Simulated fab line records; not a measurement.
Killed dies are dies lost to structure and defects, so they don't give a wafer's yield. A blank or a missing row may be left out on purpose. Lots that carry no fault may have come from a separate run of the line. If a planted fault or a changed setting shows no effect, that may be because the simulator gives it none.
The same fault as seen by 2 desks / flow gf180mcu / numbers are kept per desk, each desk with only its own; the story behind them comes last

## FROM THE METROLOGY DESK
Lot by lot, what the gauges showed, no matter which tool ran the lot: averages of those sampled wafers that carry a number. If a lot's mean is further than 4 standard deviations from the usual mean, the lot is out of limits and carries the mark OUT (the distance appears in the brackets).
Columns: A = V4_OVL at GF_V4_OVL_MEAS_15, usual -1 nm
lot=L222; first seen here=day 24 08:35; A=5
lot=L224; first seen here=day 25 01:40; A=5
lot=L225; first seen here=day 25 09:44; A=-0
lot=L226; first seen here=day 25 15:25; A=-1
lot=L228; first seen here=day 26 05:04; A=-2
lot=L229; first seen here=day 26 12:43; A=-5
lot=L230; first seen here=day 26 21:53; A=5
lot=L232; first seen here=day 27 17:20; A=-5
lot=L233; first seen here=day 28 00:21; A=2
lot=L240; first seen here=day 29 21:58; A=1
lot=L243; first seen here=day 31 09:29; A=-6
lot=L244; first seen here=day 31 10:04; A=-6
lot=L245; first seen here=day 31 20:35; A=4
Finding of this desk: none of the 13 lots has anything out of limits.

## THE TOOL OWNER'S DESK: litho-track-01
The tool's own readings at GF_NWELL_COAT_02 (resist thk 3000 nm): means of the sampled wafers that have a number, for each lot that ran on this tool. If a lot's mean is further than 4 standard deviations from the usual mean, the lot is out of limits and carries the mark OUT (the distance appears in the brackets).
Columns: A = resist-line-temp-C at GF_NWELL_COAT_02, usual 23.01 C
lot=L229; first seen here=day 4 13:37; A=23.02
lot=L232; first seen here=day 5 07:11; A=23.03
lot=L240; first seen here=day 7 03:55; A=22.95
lot=L243; first seen here=day 8 05:16; A=22.91
Finding of this desk: none of the 4 lots has anything out of limits.

## PUT TOGETHER
At the metrology desk, nothing out of limits was observed.
The tool owner's desk saw nothing out of limits.

## WHAT THE SIMULATOR HAD PUT IN
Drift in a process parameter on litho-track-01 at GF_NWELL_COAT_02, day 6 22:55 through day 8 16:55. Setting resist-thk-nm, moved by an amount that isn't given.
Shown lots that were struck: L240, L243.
